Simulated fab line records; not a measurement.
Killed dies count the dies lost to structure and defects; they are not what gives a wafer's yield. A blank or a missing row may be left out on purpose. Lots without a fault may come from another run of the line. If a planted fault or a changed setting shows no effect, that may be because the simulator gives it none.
Chamber matching ; flow sky130 ; cmp-02 running SKY_VIA2_CMP_02: 4 sister chambers
The step polishes SiO2. 8 wafers are shown with their chamber, then 12 later ones without.

## WAFERS WITH THEIR CHAMBER
wafer;chamber;motorCurrentA (A)
L087.1;3;11.9
L089.3;2;13.9
L090.2;0;11.3
L090.3;3;12.4
L090.4;1;12.4
L091.2;0;11.2
L091.4;1;12.0
L091.6;2;13.9

## WAFERS WITH NO CHAMBER GIVEN
wafer;motorCurrentA (A)
L092.2;14.4
L092.3;12.6
L092.6;11.8
L093.1;10.7
L093.3;12.7
L093.5;10.5
L095.1;12.4
L095.2;13.1
L095.4;10.9
L096.1;12.4
L096.2;11.9
L096.4;13.5

## THE CHAMBER EACH PASSED THROUGH
wafer;from the rows above;in truth
L092.2;2;2
L092.3;can't be placed: 1 or 3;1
L092.6;can't be placed: 3 or 1 or 0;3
L093.1;0;0
L093.3;can't be placed: 1 or 3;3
L093.5;0;0
L095.1;can't be placed: 1 or 3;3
L095.2;can't be placed: 2 or 1 or 3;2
L095.4;0;0
L096.1;can't be placed: 1 or 3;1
L096.2;can't be placed: 3 or 1 or 0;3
L096.4;2;2
5 of 12 placed correctly. Can't be placed from these rows: 7 (the true chamber is among the candidates in 7). 0 placed wrongly.
How it was worked out, from the rows above alone: a wafer's distance from a chamber is the root of the sum, over the readings, of the square of ((its reading less the chamber's mean) divided by the reading's scatter). If the next closest chamber is less than 2 further off than the closest, the wafer can't be placed; otherwise it belongs to the closest. A chamber's mean is the mean of its shown wafers. The scatter: take each reading less its chamber's mean, square it, sum over the shown wafers, divide by the number of wafers less the number of chambers, and take the root.
